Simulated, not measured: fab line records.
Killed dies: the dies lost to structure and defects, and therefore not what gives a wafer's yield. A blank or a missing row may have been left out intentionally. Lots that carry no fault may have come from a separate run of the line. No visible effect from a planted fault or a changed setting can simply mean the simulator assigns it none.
fab line records	flow sky130
record: lots: 14	wafers: 41	last_day: 50
route steps=708 shown RES_XHIGH@341 LI_CONTACT@365 LOCAL_INTERCONNECT@401 CONTACT@411 PAD_OPEN@708
lots untouched by any fault: they come from a run of this same line in which no faults occurred
start_h: hours from the record's opening day to when the first of the lot's shown wafers began	wait_h: hours from the lot's prior step to this one	" unchanged from the row above	L1.1+2: a single row standing in for several wafers	- no value, or no start was given	* or withheld: withheld	< > ~ a bound
route shown NAME@n: names a module that has steps shown in the file, with the first one's number in the route	usual: mean and standard deviation over wafers with no fault	same: alike in all rows	chamber/n: place in a boat	sites: per-site readings	_std_site: their standard deviation	_edge_site: the outer-site mean with the inner-site mean subtracted	radius_mm: for every site, how far away it sits from the centre of the wafer	mask NAME#n: copy n	behind: tool/chamber where the wafer was last shaped	hold: the reason the lot was held/the length of the hold in hours/how it ended	device: the n, p or np transistor that did not switch	end of line: the tests these same wafers got at the end of their route	a step without rows: its recipe alone	killed: at the first sort, the dies lost to defects and structure; wafer yield is something else	map: a wafer's dies, marking killed ones x, the rest . and places with no die _
set.NAME: the run value of the setting; set.NAME@STEP: its run value at that earlier step	model.NAME: the simulator's own value behind a step, which no gauge read
one table for each step of the route and one row for each wafer, over a sample of lots
services: when a tool's chamber went out of use (start_h, in hours from the record's first day, below 0 if earlier), for how many hours, and the reason
== steps ==
step: SKY_RES_XHIGH_TW_MEAS_09
usual: RES_XHIGH_TW: 1649/12
lot.wafer	tool	chamber	start_h	wait_h	RES_XHIGH_TW
L434.3	film_metro-02	-	606.95	0.1	1652
L434.4	"	-	"	"	1652
L434.5	"	-	"	"	1655
L435.1	film_metro-03	-	608.73	0.1	1634
L435.4	"	-	"	"	1640
L435.6	"	-	"	"	1638
L436.1	film_metro-02	-	614.42	0.1	1657
L436.2	"	-	"	"	1661
L436.6	"	-	"	"	1666
L442.2	film_metro-02	-	669.34	0.1	1638
L442.6	"	-	"	"	1646
L445.1	film_metro-04	-	693.93	0.1	1657
L445.3	"	-	"	"	1659
L445.6	"	-	"	"	1664
L447.3	film_metro-04	-	704.20	0.1	1659
L447.4	"	-	"	"	1651
L447.5	"	-	"	"	1661
L448.1	film_metro-04	-	712.40	0.1	1658
L448.2	"	-	"	"	1662
L448.5	"	-	"	"	1655
L450.1	film_metro-04	-	733.63	0.1	1661
L450.3	"	-	"	"	1661
L450.4	"	-	"	"	1667
L451.1	film_metro-03	-	738.53	0.1	1637
L451.5	"	-	"	"	1628
L451.6	"	-	"	"	1638
L454.2	film_metro-03	-	767.34	0.1	1652
L454.4	"	-	"	"	1647
L454.6	"	-	"	"	1636
L453.1	film_metro-03	-	769.18	0.1	1643
L453.4	"	-	"	"	1635
L453.5	"	-	"	"	1645
L455.1	film_metro-03	-	778.45	0.1	1640
L455.3	"	-	"	"	1646
L455.5	"	-	"	"	1645
L456.1	film_metro-04	-	780.63	0.1	1654
L456.3	"	-	"	"	1660
L456.6	"	-	"	"	1656
L457.2	film_metro-04	-	783.01	0.1	1656
L457.3	"	-	"	"	1657
L457.5	"	-	"	"	1654
step: SKY_LI_CONTACT_BOW_MEAS_03
recipe: mode: bow
usual: LI_CONTACT_BOW: 55/6.2
lot.wafer	tool	chamber	start_h	wait_h	LI_CONTACT_BOW[um]
L434.3	film_metro-02	-	638.07	0.3	61
L434.4	"	-	"	"	51
L434.5	"	-	"	"	57
L435.1	film_metro-02	-	639.46	0.1	53
L435.4	"	-	"	"	60
L435.6	"	-	"	"	56
L436.1	film_metro-04	-	645.35	0.1	50
L436.2	"	-	"	"	48
L436.6	"	-	"	"	51
L442.2	film_metro-04	-	698.67	0.3	57
L442.6	"	-	"	"	45
L445.1	film_metro-03	-	722.85	0.2	52
L445.3	"	-	"	"	54
L445.6	"	-	"	"	41
L447.3	film_metro-04	-	732.15	0.2	56
L447.4	"	-	"	"	59
L447.5	"	-	"	"	66
L448.1	film_metro-04	-	739.66	0.2	40
L448.2	"	-	"	"	68
L448.5	"	-	"	"	60
L450.1	film_metro-04	-	761.35	0.2	61
L450.3	"	-	"	"	59
L450.4	"	-	"	"	58
L451.1	film_metro-02	-	765.47	0.1	57
L451.5	"	-	"	"	54
L451.6	"	-	"	"	57
L454.2	film_metro-04	-	794.77	0.2	60
L454.4	"	-	"	"	56
L454.6	"	-	"	"	46
L453.1	film_metro-02	-	796.96	0.1	62
L453.4	"	-	"	"	61
L453.5	"	-	"	"	63
L455.1	film_metro-02	-	806.18	0.1	54
L455.3	"	-	"	"	62
L455.5	"	-	"	"	42
L456.1	film_metro-02	-	808.15	0.1	64
L456.3	"	-	"	"	47
L456.6	"	-	"	"	60
L457.2	film_metro-04	-	811.04	0.3	45
L457.3	"	-	"	"	46
L457.5	"	-	"	"	49
step: SKY_LOCAL_INTERCONNECT_METAL_ETCH_14
recipe: target_depth_nm: 110	stop_on: PSG	chemistry: Cl2/BCl3	target: TiN	resist_sidewall_deg: 88	pressure_mtorr: 10	icp_w: 900	bias_w: 48.5	Cl2_flow_sccm: 60	bcl3_flow_sccm: 30	time_s: 31.4
usual: drypump_motor_current_A: 5.6/0.51	oes_product_au: 0.941/0.0084	run_length_s: 59.53/0.28	throttle_valve_pct: 21.901/0.011
lot.wafer	tool	chamber	start_h	wait_h	drypump_motor_current_A	oes_product_au	rf_hours_counter_h	run_length_s	throttle_valve_pct
L434.3	rie_metal-03	0	696.50	0.0	6.4	0.940	-	59.30	21.914
L434.4	"	1	"	"	5.4	0.947	-	59.49	21.890
L434.5	"	1	"	"	5.4	0.946	-	59.81	21.909
L435.1	rie_metal-04	0	697.35	0.0	5.5	0.945	5	59.95	21.901
L435.4	"	1	"	"	5.0	0.954	-	59.66	21.911
L435.6	"	1	"	"	5.0	0.945	-	59.45	21.903
L436.1	rie_metal-03	1	703.02	0.0	5.4	0.937	7	59.43	21.900
L436.2	"	0	"	"	6.4	0.946	7	59.29	21.894
L436.6	"	1	"	"	5.4	0.932	-	59.67	21.910
L442.2	rie_metal-04	1	752.92	0.0	5.0	0.899	12	61.69	21.924
L442.6	"	0	"	"	5.5	0.927	-	59.62	21.906
L445.1	rie_metal-04	1	776.42	0.0	5.0	0.911	13	61.33	21.914
L445.3	"	1	"	"	5.0	0.949	-	60.10	21.886
L445.6	"	1	"	"	5.0	0.947	-	59.69	21.893
L447.3	rie_metal-03	1	785.78	0.0	5.4	0.937	-	59.84	21.895
L447.4	"	0	"	"	6.4	0.945	-	59.93	21.892
L447.5	"	1	"	"	5.4	0.943	-	59.98	21.910
L448.1	rie_metal-01	1	793.32	0.0	6.4	0.937	14	58.77	21.903
L448.2	"	0	"	"	5.8	0.942	5	59.59	21.907
L448.5	"	1	"	"	6.4	0.936	-	58.93	21.895
L450.1	rie_metal-01	0	816.15	0.0	5.8	0.935	6	59.44	21.902
L450.3	"	0	"	"	5.8	0.937	-	59.53	21.891
L450.4	"	1	"	"	6.4	0.937	-	59.18	21.903
L451.1	rie_metal-03	1	819.25	0.0	5.4	0.954	11	59.92	21.901
L451.5	"	1	"	"	5.4	0.947	-	59.61	21.876
L451.6	"	0	"	"	6.3	0.963	-	59.49	21.894
L454.2	rie_metal-03	1	849.32	0.0	5.4	0.942	12	59.38	21.880
L454.4	"	1	"	"	5.4	0.954	-	59.34	21.910
L454.6	"	1	"	"	5.3	0.946	-	59.56	21.898
L453.1	rie_metal-04	1	851.46	0.0	5.0	0.954	16	60.23	21.878
L453.4	"	0	"	"	5.5	0.950	-	59.27	21.895
L453.5	"	0	"	"	5.5	0.957	-	59.25	21.884
L455.1	rie_metal-03	0	860.59	0.0	6.4	0.931	12	59.37	21.921
L455.3	"	1	"	"	5.4	0.922	-	60.22	21.918
L455.5	"	1	"	"	5.4	0.922	-	59.54	21.919
L456.1	rie_metal-03	0	862.62	0.0	6.4	0.937	13	59.28	21.890
L456.3	"	0	"	"	6.4	0.935	-	59.29	21.888
L456.6	"	1	"	"	5.4	0.943	-	59.76	21.894
L457.2	rie_metal-04	1	865.74	0.0	5.0	0.944	17	59.37	21.903
L457.3	"	0	"	"	5.5	0.951	-	59.44	21.889
L457.5	"	0	"	"	5.5	0.947	-	59.79	21.901
step: SKY_CONTACT_BOW_MEAS_05
recipe: mode: bow
usual: CONTACT_BOW: 80/6.5
lot.wafer	tool	chamber	start_h	wait_h	CONTACT_BOW[um]
L434.3	film_metro-02	-	697.81	0.2	85
L434.4	"	-	"	"	75
L434.5	"	-	"	"	82
L435.1	film_metro-03	-	698.59	0.2	80
L435.4	"	-	"	"	87
L435.6	"	-	"	"	83
L436.1	film_metro-02	-	704.18	0.1	75
L436.2	"	-	"	"	74
L436.6	"	-	"	"	74
L442.2	film_metro-03	-	754.11	0.1	79
L442.6	"	-	"	"	67
L445.1	film_metro-01	-	777.73	0.2	80
L445.3	"	-	"	"	81
L445.6	"	-	"	"	69
L447.3	film_metro-02	-	787.09	0.1	84
L447.4	"	-	"	"	87
L447.5	"	-	"	"	95
L448.1	film_metro-01	-	794.93	0.1	66
L448.2	"	-	"	"	95
L448.5	"	-	"	"	87
L450.1	film_metro-02	-	817.36	0.2	86
L450.3	"	-	"	"	83
L450.4	"	-	"	"	83
L451.1	film_metro-02	-	820.46	0.1	81
L451.5	"	-	"	"	79
L451.6	"	-	"	"	81
L454.2	film_metro-01	-	850.63	0.3	84
L454.4	"	-	"	"	80
L454.6	"	-	"	"	69
L453.1	film_metro-01	-	852.76	0.1	89
L453.4	"	-	"	"	89
L453.5	"	-	"	"	90
L455.1	film_metro-03	-	862.03	0.2	77
L455.3	"	-	"	"	86
L455.5	"	-	"	"	67
L456.1	film_metro-02	-	864.55	0.1	90
L456.3	"	-	"	"	74
L456.6	"	-	"	"	85
L457.2	film_metro-03	-	867.30	0.3	68
L457.3	"	-	"	"	70
L457.5	"	-	"	"	72
step: SKY_PAD_OPEN_PROBE_99
usual: killed_at_M0_to_M3: 42/7.4	killed_at_M4_up: 3.4/1.8	killed_at_contacts: 25/5.4	killed_at_front_end: 15/4.4	killed_at_other: 0.2/0.52	killed_dies: 86/9.3	killed_open: 47/7.6	killed_short: 39/6.5
same: gross_dies: 492	killed_at_back_side: 0
lot.wafer	tool	chamber	start_h	wait_h	killed_at_M0_to_M3	killed_at_M4_up	killed_at_contacts	killed_at_front_end	killed_at_other	killed_dies	killed_open	killed_short
L434.3	prober-02	-	1072.08	0.2	58	1	24	14	0	97	52	45
L434.4	prober-02	-	1072.13	0.2	47	1	22	18	0	88	45	43
L434.5	prober-02	-	1072.18	0.2	57	4	24	10	0	95	50	45
L435.1	prober-01	-	1072.98	0.1	41	4	21	17	0	83	50	33
L435.4	prober-01	-	1073.13	0.2	53	2	23	19	0	97	57	40
L435.6	prober-01	-	1073.23	0.2	41	3	19	19	1	83	44	39
L436.1	prober-02	-	1076.16	0.1	43	2	20	14	0	79	49	30
L436.2	prober-02	-	1076.21	0.1	48	3	25	7	0	83	47	36
L436.6	prober-02	-	1076.41	0.2	38	6	28	12	1	85	44	41
L442.2	prober-02	-	1113.67	0.1	43	4	30	3	0	80	51	29
L442.6	prober-02	-	1113.87	0.2	45	5	26	15	0	91	47	44
L445.1	prober-01	-	1132.85	0.1	38	2	24	11	1	76	45	31
L445.3	prober-01	-	1132.95	0.2	28	1	29	5	0	63	41	22
L445.6	prober-01	-	1133.10	0.2	41	4	12	11	2	70	33	37
L447.3	prober-01	-	1140.50	0.2	53	2	26	14	0	95	51	44
L447.4	prober-01	-	1140.55	0.2	49	5	15	21	0	90	43	47
L447.5	prober-01	-	1140.60	0.2	50	5	30	21	1	107	64	43
L448.1	prober-02	-	1143.60	0.1	35	0	23	14	0	72	40	32
L448.2	prober-02	-	1143.65	0.1	34	0	26	19	0	79	43	36
L448.5	prober-02	-	1143.80	0.2	45	4	25	10	0	84	48	36
L450.1	prober-01	-	1160.47	0.1	45	3	26	16	0	90	53	37
L450.3	prober-01	-	1160.57	0.2	46	5	18	14	0	83	41	42
L450.4	prober-01	-	1160.62	0.2	33	2	22	22	1	80	41	39
L451.1	prober-02	-	1160.84	0.1	41	3	26	13	0	83	53	30
L451.5	prober-02	-	1161.04	0.2	55	3	25	18	0	101	59	42
L451.6	prober-02	-	1161.09	0.2	37	7	22	8	1	75	37	38
L454.2	prober-02	-	1180.29	0.1	36	2	28	18	1	85	42	43
L454.4	prober-02	-	1180.39	0.2	37	4	24	7	0	72	42	30
L454.6	prober-02	-	1180.49	0.2	34	2	30	10	0	76	41	35
L453.1	prober-01	-	1182.60	0.1	43	2	21	16	1	83	37	46
L453.4	prober-01	-	1182.75	0.2	36	4	27	12	1	80	41	39
L453.5	prober-01	-	1182.80	0.2	33	3	33	16	0	85	46	39
L455.1	prober-02	-	1186.65	0.1	29	0	21	13	1	64	40	24
L455.3	prober-02	-	1186.75	0.2	49	4	21	12	0	86	45	41
L455.5	prober-02	-	1186.85	0.2	35	3	23	17	2	80	41	39
L456.1	prober-01	-	1188.15	0.1	33	4	25	19	0	81	36	45
L456.3	prober-01	-	1188.25	0.2	46	0	27	16	0	89	47	42
L456.6	prober-01	-	1188.40	0.2	45	0	34	16	0	95	46	49
L457.2	prober-02	-	1191.60	0.1	52	2	20	19	0	93	52	41
L457.3	prober-02	-	1191.65	0.2	44	3	18	14	0	79	45	34
L457.5	prober-02	-	1191.75	0.2	43	1	27	19	1	91	46	45
killed by level:class
L434.3 VIA2:geometric_particle:open=11 CONTACT:geometric_particle:open=9 METAL1:geometric_particle:short=9 VIA1:geometric_particle:open=7 VIA3:geometric_particle:short=6 FIELD_ISO:geometric_particle:open=5 VIA2:geometric_particle:short=5 VIA3:geometric_particle:open=5
L434.4 METAL1:geometric_particle:short=12 FIELD_ISO:geometric_particle:open=11 VIA1:geometric_particle:open=8 METAL2:geometric_particle:short=7 VIA3:geometric_particle:open=7 CONTACT:geometric_particle:short=6 LI_CONTACT:geometric_particle:open=5 CONTACT:geometric_particle:open=5
L434.5 METAL2:geometric_particle:short=11 VIA3:geometric_particle:open=11 CONTACT:geometric_particle:open=9 VIA1:geometric_particle:short=7 VIA1:geometric_particle:open=7 LI_CONTACT:geometric_particle:open=6 METAL1:geometric_particle:short=6 VIA2:geometric_particle:open=5
L435.1 VIA1:geometric_particle:open=14 VIA3:geometric_particle:open=11 CONTACT:geometric_particle:open=9 POLY_GATE:geometric_particle:short=6 FIELD_ISO:geometric_particle:open=4 LI_CONTACT:geometric_particle:short=4 METAL2:geometric_particle:short=4 FIELD_ISO:geometric_particle:short=3
L435.4 VIA1:geometric_particle:open=18 CONTACT:geometric_particle:open=10 FIELD_ISO:geometric_particle:open=9 LOCAL_INTERCONNECT:geometric_particle:short=6 VIA3:geometric_particle:open=6 METAL1:geometric_particle:short=5 VIA2:geometric_particle:open=5 FIELD_ISO:geometric_particle:short=4
L435.6 VIA1:geometric_particle:open=10 FIELD_ISO:geometric_particle:open=7 VIA1:geometric_particle:short=7 LI_CONTACT:geometric_particle:open=6 VIA2:geometric_particle:open=6 FIELD_ISO:geometric_particle:short=5 CONTACT:geometric_particle:open=5 VIA3:geometric_particle:open=4
L436.1 VIA1:geometric_particle:open=13 VIA2:geometric_particle:open=7 CONTACT:geometric_particle:open=7 FIELD_ISO:geometric_particle:open=6 METAL2:geometric_particle:short=6 LI_CONTACT:geometric_particle:open=5 CONTACT:geometric_particle:short=4 VIA1:geometric_particle:short=4
L436.2 CONTACT:geometric_particle:open=11 VIA1:geometric_particle:open=9 LI_CONTACT:geometric_particle:open=8 METAL1:geometric_particle:short=8 VIA3:geometric_particle:open=7 METAL2:geometric_particle:short=6 VIA2:geometric_particle:open=6 FIELD_ISO:geometric_particle:open=5
L436.6 CONTACT:geometric_particle:open=14 METAL2:geometric_particle:short=10 VIA1:geometric_particle:open=7 CONTACT:geometric_particle:short=6 VIA3:geometric_particle:open=6 POLY_GATE:geometric_particle:open=5 POLY_GATE:geometric_particle:short=4 VIA1:geometric_particle:short=4
L442.2 LI_CONTACT:geometric_particle:open=11 VIA1:geometric_particle:open=11 CONTACT:geometric_particle:open=9 CONTACT:geometric_particle:short=7 VIA3:geometric_particle:open=7 METAL2:geometric_particle:short=6 VIA2:geometric_particle:open=6 VIA1:geometric_particle:short=4
L442.6 VIA2:geometric_particle:open=10 VIA1:geometric_particle:open=8 CONTACT:geometric_particle:open=7 LI_CONTACT:geometric_particle:open=6 METAL2:geometric_particle:short=6 LOCAL_INTERCONNECT:geometric_particle:short=5 CONTACT:geometric_particle:short=5 POLY_GATE:geometric_particle:short=4
L445.1 CONTACT:geometric_particle:open=14 VIA3:geometric_particle:open=8 METAL1:geometric_particle:short=6 VIA2:geometric_particle:open=6 FIELD_ISO:geometric_particle:short=5 VIA1:geometric_particle:open=5 METAL2:geometric_particle:short=5 LI_CONTACT:geometric_particle:open=4
L445.3 CONTACT:geometric_particle:open=13 LI_CONTACT:geometric_particle:open=8 VIA1:geometric_particle:open=4 VIA2:geometric_particle:short=4 VIA2:geometric_particle:open=4 METAL1:geometric_particle:open=3 LOCAL_INTERCONNECT:geometric_particle:short=3 CONTACT:geometric_particle:short=3
L445.6 VIA1:geometric_particle:open=8 METAL2:geometric_particle:short=6 VIA3:geometric_particle:short=6 CONTACT:geometric_particle:open=5 METAL1:geometric_particle:short=4 VIA3:geometric_particle:open=4 VIA2:geometric_particle:short=4 POLY_GATE:geometric_particle:open=3
L447.3 VIA1:geometric_particle:open=13 VIA2:geometric_particle:open=11 CONTACT:geometric_particle:open=7 VIA3:geometric_particle:open=6 FIELD_ISO:geometric_particle:short=6 METAL1:geometric_particle:short=6 METAL2:geometric_particle:short=6 LOCAL_INTERCONNECT:geometric_particle:short=5
L447.4 METAL1:geometric_particle:short=9 VIA1:geometric_particle:open=9 FIELD_ISO:geometric_particle:short=8 VIA2:geometric_particle:open=8 METAL2:geometric_particle:short=6 VIA3:geometric_particle:open=6 FIELD_ISO:geometric_particle:open=5 LI_CONTACT:geometric_particle:open=5
L447.5 VIA1:geometric_particle:open=17 LI_CONTACT:geometric_particle:open=10 FIELD_ISO:geometric_particle:short=8 VIA2:geometric_particle:open=8 FIELD_ISO:geometric_particle:open=6 CONTACT:geometric_particle:open=6 CONTACT:geometric_particle:short=6 VIA3:geometric_particle:open=6
L448.1 LI_CONTACT:geometric_particle:open=8 CONTACT:geometric_particle:open=7 VIA1:geometric_particle:open=7 METAL2:geometric_particle:short=5 VIA2:geometric_particle:open=5 FIELD_ISO:geometric_particle:short=4 VIA3:geometric_particle:open=4 METAL2:geometric_particle:open=4
L448.2 CONTACT:geometric_particle:open=9 VIA1:geometric_particle:open=9 LI_CONTACT:geometric_particle:open=8 VIA1:geometric_particle:short=6 METAL2:geometric_particle:short=6 CONTACT:geometric_particle:short=5 FIELD_ISO:geometric_particle:short=4 POLY_GATE:geometric_particle:open=4
L448.5 VIA1:geometric_particle:open=9 VIA3:geometric_particle:open=8 CONTACT:geometric_particle:short=6 CONTACT:geometric_particle:open=6 LI_CONTACT:geometric_particle:open=5 METAL1:geometric_particle:short=5 VIA1:geometric_particle:short=5 METAL2:geometric_particle:short=5
L450.1 VIA1:geometric_particle:open=10 LI_CONTACT:geometric_particle:open=9 CONTACT:geometric_particle:open=9 METAL2:geometric_particle:short=8 VIA3:geometric_particle:open=8 VIA1:geometric_particle:short=5 CONTACT:geometric_particle:short=3 METAL1:geometric_particle:short=3
L450.3 METAL2:geometric_particle:short=8 CONTACT:geometric_particle:open=7 VIA3:geometric_particle:open=7 METAL3:geometric_particle:short=7 VIA1:geometric_particle:open=6 VIA2:geometric_particle:open=6 METAL4:geometric_particle:short=5 FIELD_ISO:geometric_particle:short=4
L450.4 CONTACT:geometric_particle:open=7 FIELD_ISO:geometric_particle:open=6 VIA1:geometric_particle:open=6 LOCAL_INTERCONNECT:geometric_particle:short=5 VIA3:geometric_particle:open=5 FIELD_ISO:geometric_particle:short=4 POLY_GATE:geometric_particle:short=4 POLY_GATE:geometric_particle:open=4
L451.1 VIA2:geometric_particle:open=10 LI_CONTACT:geometric_particle:open=8 CONTACT:geometric_particle:open=7 VIA1:geometric_particle:open=7 POLY_GATE:geometric_particle:open=6 VIA3:geometric_particle:open=6 POLY_GATE:geometric_particle:short=4 METAL1:geometric_particle:short=4
L451.5 VIA1:geometric_particle:open=13 VIA2:geometric_particle:open=13 CONTACT:geometric_particle:open=8 FIELD_ISO:geometric_particle:open=7 CONTACT:geometric_particle:short=6 METAL1:geometric_particle:short=6 POLY_GATE:geometric_particle:open=5 LI_CONTACT:geometric_particle:short=5
L451.6 VIA1:geometric_particle:open=12 LOCAL_INTERCONNECT:geometric_particle:short=6 FIELD_ISO:geometric_particle:short=5 VIA3:geometric_particle:open=5 CONTACT:geometric_particle:open=5 METAL4:geometric_particle:short=5 METAL1:geometric_particle:short=5 LI_CONTACT:geometric_particle:open=4
L454.2 CONTACT:geometric_particle:open=11 VIA1:geometric_particle:open=9 METAL1:geometric_particle:short=7 FIELD_ISO:geometric_particle:short=6 LI_CONTACT:geometric_particle:open=6 CONTACT:geometric_particle:short=6 VIA3:geometric_particle:open=5 VIA1:geometric_particle:short=4
L454.4 VIA1:geometric_particle:open=13 LOCAL_INTERCONNECT:geometric_particle:short=7 CONTACT:geometric_particle:open=6 VIA3:geometric_particle:open=5 METAL2:geometric_particle:short=5 FIELD_ISO:geometric_particle:open=4 LI_CONTACT:geometric_particle:open=4 CONTACT:geometric_particle:short=3
L454.6 CONTACT:geometric_particle:open=10 VIA3:geometric_particle:open=8 LI_CONTACT:geometric_particle:open=6 CONTACT:geometric_particle:short=6 VIA1:geometric_particle:open=6 LOCAL_INTERCONNECT:geometric_particle:short=5 METAL2:geometric_particle:short=5 FIELD_ISO:geometric_particle:open=3
L453.1 VIA1:geometric_particle:open=13 LOCAL_INTERCONNECT:geometric_particle:short=7 LI_CONTACT:geometric_particle:open=6 VIA2:geometric_particle:short=6 LI_CONTACT:geometric_particle:short=5 METAL1:geometric_particle:short=5 VIA2:geometric_particle:open=5 FIELD_ISO:geometric_particle:open=4
L453.4 VIA1:geometric_particle:open=8 LI_CONTACT:geometric_particle:open=7 LOCAL_INTERCONNECT:geometric_particle:short=7 VIA3:geometric_particle:open=7 CONTACT:geometric_particle:open=6 METAL1:geometric_particle:short=6 LI_CONTACT:geometric_particle:short=4 METAL2:geometric_particle:short=4
L453.5 VIA1:geometric_particle:open=12 CONTACT:geometric_particle:open=10 CONTACT:geometric_particle:short=9 LI_CONTACT:geometric_particle:open=5 VIA2:geometric_particle:open=5 FIELD_ISO:geometric_particle:short=4 LI_CONTACT:geometric_particle:short=4 METAL2:geometric_particle:short=4
L455.1 VIA2:geometric_particle:open=8 LI_CONTACT:geometric_particle:open=7 CONTACT:geometric_particle:open=7 VIA3:geometric_particle:open=5 FIELD_ISO:geometric_particle:short=4 CONTACT:geometric_particle:short=4 VIA1:geometric_particle:open=3 VIA1:geometric_particle:short=3
L455.3 VIA1:geometric_particle:open=9 VIA2:geometric_particle:open=9 CONTACT:geometric_particle:short=7 VIA3:geometric_particle:open=7 METAL1:geometric_particle:short=5 CONTACT:geometric_particle:open=5 FIELD_ISO:geometric_particle:open=4 VIA2:geometric_particle:short=4
L455.5 CONTACT:geometric_particle:open=12 VIA2:geometric_particle:open=9 METAL2:geometric_particle:short=8 FIELD_ISO:geometric_particle:short=4 POLY_GATE:geometric_particle:short=4 LI_CONTACT:geometric_particle:open=4 CONTACT:geometric_particle:short=4 METAL1:geometric_particle:short=4
L456.1 CONTACT:geometric_particle:short=7 FIELD_ISO:geometric_particle:short=6 LI_CONTACT:geometric_particle:open=6 CONTACT:geometric_particle:open=6 VIA3:geometric_particle:open=6 METAL1:geometric_particle:short=6 METAL2:geometric_particle:short=5 VIA2:geometric_particle:short=4
L456.3 CONTACT:geometric_particle:open=12 VIA1:geometric_particle:open=8 VIA2:geometric_particle:open=7 METAL3:geometric_particle:short=6 POLY_GATE:geometric_particle:short=5 METAL1:geometric_particle:short=5 VIA1:geometric_particle:short=5 VIA3:geometric_particle:open=5
L456.6 CONTACT:geometric_particle:open=12 LI_CONTACT:geometric_particle:open=10 VIA1:geometric_particle:open=9 VIA1:geometric_particle:short=9 LOCAL_INTERCONNECT:geometric_particle:short=6 METAL1:geometric_particle:short=6 METAL2:geometric_particle:short=6 FIELD_ISO:geometric_particle:open=5
L457.2 VIA1:geometric_particle:open=11 POLY_GATE:geometric_particle:open=7 LI_CONTACT:geometric_particle:open=7 METAL2:geometric_particle:short=7 VIA2:geometric_particle:open=7 CONTACT:geometric_particle:open=6 VIA1:geometric_particle:short=6 POLY_GATE:geometric_particle:short=5
L457.3 LI_CONTACT:geometric_particle:open=9 VIA2:geometric_particle:open=8 VIA1:geometric_particle:open=8 FIELD_ISO:geometric_particle:short=6 METAL2:geometric_particle:short=6 VIA1:geometric_particle:short=5 VIA3:geometric_particle:open=5 POLY_GATE:geometric_particle:open=4
L457.5 VIA3:geometric_particle:open=14 LI_CONTACT:geometric_particle:open=8 VIA1:geometric_particle:open=8 POLY_GATE:geometric_particle:short=7 CONTACT:geometric_particle:open=7 LI_CONTACT:geometric_particle:short=5 CONTACT:geometric_particle:short=5 VIA1:geometric_particle:short=5
== services ==
tool	chamber	start_h	hours	kind
rie_metal-04	-	772.48	0.7	repair
rie_metal-01	1	802.36	2.2	repair
rie_metal-04	1	854.78	7.0	repair
rie_metal-01	-	859.83	2.8	pm
== key ==
first_sign: step: SKY_LOCAL_INTERCONNECT_METAL_ETCH_14	reading: run_length_s	direction: up	sigmas: 7	usual: *	struck: *
effect: step: SKY_LOCAL_INTERCONNECT_METAL_ETCH_14	reading: oes_product_au	direction: down	sigmas: 4.3	usual: 0.941	struck: 0.905
met_at SKY_LOCAL_INTERCONNECT_METAL_ETCH_14
struck_lots L442,L445
struck_wafers L442.2,L445.1
tester_left_out L442,L445
not_acting_at SKY_RES_XHIGH_TW_MEAS_09,SKY_LI_CONTACT_BOW_MEAS_03,SKY_CONTACT_BOW_MEAS_05
onset_between 697.35 752.92
fault: kind: process_parameter_drift	tool: rie_metal-04	chamber: -	onset_h: 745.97	steps: SKY_LOCAL_INTERCONNECT_METAL_ETCH_14	channel: time_s	offset: *	shape: step	end_h: 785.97	scope: struck_wafers_only	acts_in: *	stated: *
tester_left_out: of these lots the tester's yield and bins aren't shown, on N5 and GAA mostly nor the transistor test; their killed dies are dies lost to structure and defects alone, not to doping, threshold or leakage, so they don't give the yield
